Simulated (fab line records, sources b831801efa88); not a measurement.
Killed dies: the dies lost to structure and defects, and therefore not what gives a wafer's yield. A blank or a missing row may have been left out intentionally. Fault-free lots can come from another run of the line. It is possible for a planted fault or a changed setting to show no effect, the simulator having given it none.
Which tool did it? | flow sfq_line | 6 lots, 18 wafers sampled, at 3 steps of a route of 325

WHAT THE GAUGES READ, wafer by wafer
SFQ_M4_OVL_MEAS_926.
lot  | measured     | on         | M4_OVL (nm)
L934 | day 57 06:01 | overlay-01 | -2 5 1
L937 | day 58 08:25 | overlay-01 | 3 1 -6
L939 | day 58 22:49 | overlay-01 | -8 -6 1
L941 | day 59 23:00 | overlay-01 | 0 0 3
L943 | day 60 14:11 | overlay-01 | 5 0 -2
L953 | day 63 04:35 | overlay-01 | 1 7 9

WHAT TOOL EACH LOT RAN ON (gives the tool, then ch and the chambers of the sampled wafers, and finally the start)
lot  | SFQ_TRILAYER_M3_STRIP_STRIP_079   | SFQ_TRILAYER_I3_VIA_STRIP_STRIP_089
L934 | rie_metal-04 ch 0,1, day 45 11:21 | rie_metal-03 ch 0,1, day 51 16:41
L937 | rie_metal-04 ch 0,1, day 47 01:52 | rie_metal-03 ch 0,1, day 53 02:43
L939 | rie_metal-04 ch 0,1, day 47 19:52 | rie_metal-04 ch 0, day 53 20:43
L941 | rie_metal-04 ch 0,1, day 48 21:04 | rie_metal-04 ch 0,1, day 54 20:09
L943 | rie_metal-01 ch 0, day 49 19:08   | rie_metal-03 ch 0,1, day 55 11:45
L953 | rie_metal-04 ch 0,1, day 52 15:37 | rie_metal-04 ch 0,1, day 58 05:05
- SFQ_TRILAYER_M3_STRIP_STRIP_079: strips in O2.
- SFQ_TRILAYER_I3_VIA_STRIP_STRIP_089: strips in O2.

THE ANSWER, worked out from the rows above alone
Rule: usual is defined by the lots themselves. Put in order of their means at a reading, lots are off if they are a third of the lots or fewer, leave a main group of 4 or more, and stand apart from it by a gap of 3 or more times the standard deviation of the main group's means; of several such gaps the widest counts. The tables above print the reading to a certain number of digits; a main group whose means all agree to those digits is not used. Also off: a lot with no number at a reading for which 4 or more lots have one. All remaining lots with rows at the step are treated as sound.
No lot is off on any of the readings shown, so nothing can be concluded from this.

WHAT THE SIMULATOR PUT IN
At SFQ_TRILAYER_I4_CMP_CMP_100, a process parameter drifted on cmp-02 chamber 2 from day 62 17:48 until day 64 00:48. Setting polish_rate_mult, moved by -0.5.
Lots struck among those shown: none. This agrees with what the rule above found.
